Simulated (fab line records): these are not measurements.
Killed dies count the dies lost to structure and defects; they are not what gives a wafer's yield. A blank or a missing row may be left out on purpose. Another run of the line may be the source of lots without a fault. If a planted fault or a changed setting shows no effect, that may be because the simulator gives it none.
A struck lot beside a sound one    flow sky130    17 steps out of a route of 708
Sound: wafers L800.2, L800.3, L800.6. Struck: wafers L817.2, L817.4 (left out: L817.1, a lot-mate that was not struck); the cause follows at the end.
Per side, at each step with rows, come the tool, then ch with its chambers, and then its first start. Under that, the readings that differ: sound wafers    struck wafers    difference of the means    sigmas: that difference in standard deviations of wafers without a fault.
alike: same words and numbers on both sides, and readings whose means sit less than 2 such deviations apart. not compared: any withheld reading, any reading some wafer has no value for, any bound like >300 that may hide the same value, and any number with overlapping values for which the record gives no deviation.
The two part at a step that has a row with sigmas, a row that says differs or no value, or rows on one side only. Numbers that don't overlap but have no deviation are shown without sigmas and don't part them. Lack of a reading on every wafer of one side parts them only where that side has two or more wafers.

SKY_VT_ADJUST_LVTN_OVL_MEAS_07:
  sound on overlay-02, day 7 13:51; struck on overlay-02, day 12 10:36
  alike: VT_ADJUST_LVTN_OVL
then, 1 step without rows for these wafers: SKY_VT_ADJUST_LVTN_IMPLANT_08.
SKY_VT_ADJUST_LVTN_STRIP_09: strips in O2/N2.
  sound on plasma asher-04 ch 0,1, day 7 14:02; struck on plasma asher-04 ch 0,1, day 12 10:47
  alike: chamber pressure mTorr, drypump motor current A, o2 flow sccm, oes product au, strip time to endpoint s
  not compared: rf hours counter h
SKY_VT_ADJUST_LVTN_TW_MEAS_10:
  sound on film metro-02, day 7 14:08; struck on film metro-02, day 12 10:53
  alike: VT_ADJUST_LVTN_TW
then, 7 steps without rows for these wafers: SKY_VT_ADJUST_LVTN_DEHYDRATE_11 (time 60 s); SKY_VT_ADJUST_LVTN_HMDS_12 (prime time 60 s); SKY_VT_ADJUST_LVTN_COAT_13 (resist thk 1140 nm); SKY_VT_ADJUST_LVTN_SOFTBAKE_14 (time 60 s); SKY_VT_ADJUST_LVTN_EXPOSE_15 (exposes mask HVN STD DERIVED, target cd 600 nm); SKY_VT_ADJUST_LVTN_PEB_16; SKY_VT_ADJUST_LVTN_DEVELOP_17 (develop time 60 s).
SKY_VT_ADJUST_LVTN_OVL_MEAS_18:
  sound on overlay-02, day 8 10:01; struck on overlay-02, day 13 11:41
  alike: VT_ADJUST_LVTN_01_OVL
SKY_VT_ADJUST_LVTN_IMPLANT_19:
  sound on implanter-04 ch 0, day 8 10:04; struck on implanter-03 ch 0, day 13 11:44
  alike: faraday current uA
SKY_VT_ADJUST_LVTN_STRIP_20: strips in O2/N2.
  sound on plasma asher-02 ch 0,1, day 8 10:11; struck on plasma asher-03 ch 0, day 13 11:53
  alike: chamber pressure mTorr, drypump motor current A, o2 flow sccm, oes product au, strip time to endpoint s
  not compared: rf hours counter h
SKY_VT_ADJUST_LVTN_TW_MEAS_21:
  sound on film metro-02, day 8 10:18; struck on film metro-02, day 13 11:59
reading              sound              struck       difference  sigmas
VT_ADJUST_LVTN_2_TW  189.1 190.8 189.4  180.1 179.2  -10.1       -8
then, 1 step without rows for these wafers: SKY_VT_ADJUST_NCORE_DEHYDRATE_00 (time 60 s).
-- record jumps: 37 days separate the struck wafers' starts on either side; left off in module VT_ADJUST_NCORE, taken up again in module PAD_OPEN, whose first shown step is the route's number 708 --
SKY_PAD_OPEN_PROBE_99:
  sound on prober-01, day 46 08:10; struck on prober-01, day 50 11:41
reading                                     sound                  struck           difference  sigmas
killed open                                 36 45 39               49 60            +14         +2
model.etest.res pwell under gate.rs ohm sq  2295 2313 2305         2347 2340        +39         
model.etest.nfet g5v0d10v5.body rise v (V)  0.6792 0.6857 0.6888   0.6566 0.6664    -0.0231     
model.etest.nfet_16v.body rise v (V)        0.67 0.6773 0.679      0.647 0.6578     -0.023      
model.etest.nfet g5v0d10v5.vt sat v (V)     0.7786 0.7614 0.7683   0.7449 0.7525    -0.0207     
model.etest.nfet g5v0d10v5.vt v (V)         0.8406 0.8238 0.8314   0.8053 0.8117    -0.0234     
model.etest.nfet g5v0d10v5.vt v range       0.0111 0.01938 0.0141  0.03086 0.02318  +0.01216    
  alike: killed_at_M0_to_M3, killed_at_M4_up, killed at contacts, killed at front end, killed at other, killed dies, killed short
  not compared: model.etest.res pwell under gate.rs ohm sq range

## WHERE THEY PART
First at SKY_VT_ADJUST_LVTN_TW_MEAS_21; last, within this record, at SKY_PAD_OPEN_PROBE_99.

WHY: what the simulator had put in
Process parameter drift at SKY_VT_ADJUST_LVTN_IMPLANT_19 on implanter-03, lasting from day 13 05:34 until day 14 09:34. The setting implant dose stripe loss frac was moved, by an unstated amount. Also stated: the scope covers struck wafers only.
